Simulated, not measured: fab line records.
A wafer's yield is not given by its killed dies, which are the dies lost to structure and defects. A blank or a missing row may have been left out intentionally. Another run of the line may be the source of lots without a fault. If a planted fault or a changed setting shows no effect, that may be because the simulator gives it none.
What tool caused it? / flow sky130 / 18 wafers sampled from 6 lots at 1 step of a route of 708

WHAT THE GAUGES SHOWED, per wafer
SKY_VIA1_RS_MEAS_22: uses a four-point probe to measure.
lot=L249; measured=day 34 06:06; on=film metro-04; VIA1_W_RS (ohm/sq)=0.421 0.424 0.418
lot=L255; measured=day 36 11:14; on=film metro-04; VIA1_W_RS (ohm/sq)=0.429 0.425 0.431
lot=L259; measured=day 38 13:20; on=film metro-04; VIA1_W_RS (ohm/sq)=0.417 0.419 0.421
lot=L261; measured=day 39 06:30; on=film metro-04; VIA1_W_RS (ohm/sq)=0.421 0.424 0.422
lot=L266; measured=day 39 22:23; on=film metro-01; VIA1_W_RS (ohm/sq)=0.431 0.433 0.431
lot=L271; measured=day 41 04:57; on=film metro-04; VIA1_W_RS (ohm/sq)=0.423 0.429 0.424

TOOL THAT RAN EACH LOT (tool first, then ch and the chambers of the sampled wafers, then the start)
Before these readings, the record contains no process step.

THE ANSWER, worked out from the rows above alone
Rule: what is usual is taken from the lots themselves. Put in order of their means at a reading, lots are off if they are a third of the lots or fewer, leave a main group of 4 or more, and stand apart from it by a gap of 3 or more times the standard deviation of the main group's means; of several such gaps the widest counts. A main group whose means are all the same, to the digits that the tables above print for the reading, isn't used. A lot without any number at a reading at which 4 lots or more have one is off too. All remaining lots with rows at the step are treated as sound.
None of the lots is off at any reading shown; this tells nothing.

WHAT HAD BEEN PUT IN BY THE SIMULATOR
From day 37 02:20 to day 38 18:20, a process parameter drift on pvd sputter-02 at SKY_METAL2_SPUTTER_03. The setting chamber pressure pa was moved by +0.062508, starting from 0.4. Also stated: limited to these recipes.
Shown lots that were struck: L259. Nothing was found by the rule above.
